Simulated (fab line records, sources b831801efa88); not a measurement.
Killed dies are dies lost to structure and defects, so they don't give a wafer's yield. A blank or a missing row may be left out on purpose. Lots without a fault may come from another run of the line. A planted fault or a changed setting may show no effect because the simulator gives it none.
Which tool did it? | flow sky130 | 14 lots, 42 wafers sampled, at 3 steps of a route of 708

WHAT THE GAUGES READ, wafer by wafer
SKY_CAPM_OVL_MEAS_12. Usual: CAPM_OVL 0.0 nm, standard deviation 1.6.
lot  | measured     | on         | CAPM_OVL (nm)  | flag
L435 | day 36 21:31 | overlay-02 | -0.9 -0.3 0.2  |
L437 | day 37 06:29 | overlay-01 | -0.7 1.3 -0.6  |
L436 | day 37 10:17 | overlay-01 | 1.5 3.5 1.7    |
L438 | day 38 04:49 | overlay-02 | -0.9 -1.3 0.7  |
L440 | day 38 23:14 | overlay-01 | -0.8 -1.8 1.6  |
L442 | day 39 12:29 | overlay-02 | -3.0 -2.6 0.5  |
L443 | day 39 14:00 | overlay-02 | -0.6 -0.1 -2.3 |
L444 | day 40 01:07 | overlay-01 | 3.0 2.4 5.4    |
L445 | day 40 06:22 | overlay-02 | 0.2 -0.4 -0.6  |
L446 | day 40 13:12 | overlay-01 | 2.3 1.6 3.9    |
L447 | day 41 00:43 | overlay-02 | 1.4 0.9 -0.5   |
L455 | day 44 00:18 | overlay-01 | 1.1 -0.7 2.6   |
L457 | day 44 01:20 | overlay-01 | -0.6 -1.2 -1.9 |
L458 | day 45 09:45 | overlay-02 | -1.2 -0.9 -2.2 |

WHICH TOOL RAN EACH LOT (tool, then ch and the chambers of the sampled wafers, then the start)
lot  | SKY_METAL3_SPUTTER_02        | SKY_METAL3_SPUTTER_04
L435 | pvd_sputter-01, day 35 19:05 | pvd_sputter-01, day 35 19:09
L437 | pvd_sputter-04, day 36 04:37 | pvd_sputter-04, day 36 04:41
L436 | pvd_sputter-02, day 36 07:26 | pvd_sputter-02, day 36 07:29
L438 | pvd_sputter-01, day 37 02:45 | pvd_sputter-01, day 37 02:48
L440 | pvd_sputter-01, day 37 21:42 | pvd_sputter-01, day 37 21:46
L442 | pvd_sputter-02, day 38 11:50 | pvd_sputter-02, day 38 11:53
L443 | pvd_sputter-04, day 38 12:59 | pvd_sputter-04, day 38 13:02
L444 | pvd_sputter-02, day 38 23:42 | pvd_sputter-02, day 38 23:46
L445 | pvd_sputter-02, day 39 05:46 | pvd_sputter-02, day 39 05:50
L446 | pvd_sputter-01, day 39 12:50 | pvd_sputter-01, day 39 12:53
L447 | pvd_sputter-04, day 39 23:36 | pvd_sputter-04, day 39 23:39
L455 | pvd_sputter-04, day 43 01:58 | pvd_sputter-04, day 43 02:02
L457 | pvd_sputter-01, day 43 02:40 | pvd_sputter-01, day 43 02:44
L458 | pvd_sputter-02, day 44 12:34 | pvd_sputter-02, day 44 12:37
- SKY_METAL3_SPUTTER_02: material AlCu, target thk 735 nm, time 39.1 s.
- SKY_METAL3_SPUTTER_04: material TiN, target thk 70 nm, time 58.3 s.

WHAT THE TOOLS THEMSELVES READ (means of the sampled wafers that have a number; where no wafer has one, the mark that the record gives instead)
SKY_METAL3_SPUTTER_02. Usual: cathode_dc_power_W 10600 W, standard deviation 2.1; chamber_pressure_pa 0.3999 Pa, standard deviation 0.00076; throttle_valve_pct 30.0 %, standard deviation 1.1.
lot  | tool           | cathode_dc_power_W (W) | chamber_pressure_pa (Pa) | throttle_valve_pct (%) | flag
L435 | pvd_sputter-01 | 10601                  | 0.3997                   | 30.0                   |
L437 | pvd_sputter-04 | 10600                  | 0.3999                   | 29.5                   |
L436 | pvd_sputter-02 | 10598                  | 0.3999                   | 29.9                   |
L438 | pvd_sputter-01 | 10600                  | 0.3999                   | 29.5                   |
L440 | pvd_sputter-01 | 10600                  | 0.4006                   | 30.3                   |
L442 | pvd_sputter-02 | 10599                  | 0.4002                   | 30.0                   |
L443 | pvd_sputter-04 | 10599                  | 0.3991                   | 30.4                   |
L444 | pvd_sputter-02 | 10598                  | 0.4009                   | 30.0                   |
L445 | pvd_sputter-02 | 10600                  | 0.4004                   | 29.6                   |
L446 | pvd_sputter-01 | 10600                  | 0.3997                   | 30.1                   |
L447 | pvd_sputter-04 | 10599                  | 0.3999                   | 29.8                   |
L455 | pvd_sputter-04 | 10598                  | 0.3996                   | 30.1                   |
L457 | pvd_sputter-01 | 10597                  | 0.3996                   | 29.2                   |
L458 | pvd_sputter-02 | 10601                  | 0.3999                   | 30.0                   |

SKY_METAL3_SPUTTER_04. Usual: cathode_dc_power_W 6500.0 W, standard deviation 1.2; chamber_pressure_pa 0.4000 Pa, standard deviation 0.00077; throttle_valve_pct 30.0 %, standard deviation 1.1.
lot  | tool           | cathode_dc_power_W (W) | chamber_pressure_pa (Pa) | throttle_valve_pct (%) | flag
L435 | pvd_sputter-01 | 6499.3                 | 0.3997                   | 30.1                   |
L437 | pvd_sputter-04 | 6500.1                 | 0.4001                   | 29.5                   |
L436 | pvd_sputter-02 | 6500.0                 | 0.4006                   | 30.1                   |
L438 | pvd_sputter-01 | 6499.6                 | 0.3994                   | 29.5                   |
L440 | pvd_sputter-01 | 6500.0                 | 0.3999                   | 30.4                   |
L442 | pvd_sputter-02 | 6499.9                 | 0.4007                   | 29.9                   |
L443 | pvd_sputter-04 | 6499.6                 | 0.4000                   | 30.3                   |
L444 | pvd_sputter-02 | 6499.8                 | 0.3999                   | 30.0                   |
L445 | pvd_sputter-02 | 6499.1                 | 0.3998                   | 29.6                   |
L446 | pvd_sputter-01 | 6499.6                 | 0.3995                   | 30.0                   |
L447 | pvd_sputter-04 | 6499.4                 | 0.4007                   | 29.8                   |
L455 | pvd_sputter-04 | -                      | -                        | -                      | OFF
L457 | pvd_sputter-01 | -                      | -                        | -                      | OFF
L458 | pvd_sputter-02 | 6499.9                 | 0.3998                   | 29.8                   |

THE ANSWER, worked out from the rows above alone
Rule: a lot is off if the mean of its wafers that have a number lies more than 3 standard deviations from the usual mean. A lot without any number at a reading at which 4 lots or more have one is off too. The other lots that the step has rows for count as sound. The gauges are gone through in route order, then the tools' own readings, and for those a lot's mean is taken as printed above. The first step at which some lot is off is used, and at that step the reading that is off furthest; a lot without a number counts as furthest.
Off: L455, L457, at SKY_METAL3_SPUTTER_04 (cathode_dc_power_W). Without a number there: L455, L457.
A tool fits if, at that step or a process step before it, it ran every lot that is off, and no sound lot after the first of them. None of those tried fits.

WHAT THE SIMULATOR HAD PUT IN
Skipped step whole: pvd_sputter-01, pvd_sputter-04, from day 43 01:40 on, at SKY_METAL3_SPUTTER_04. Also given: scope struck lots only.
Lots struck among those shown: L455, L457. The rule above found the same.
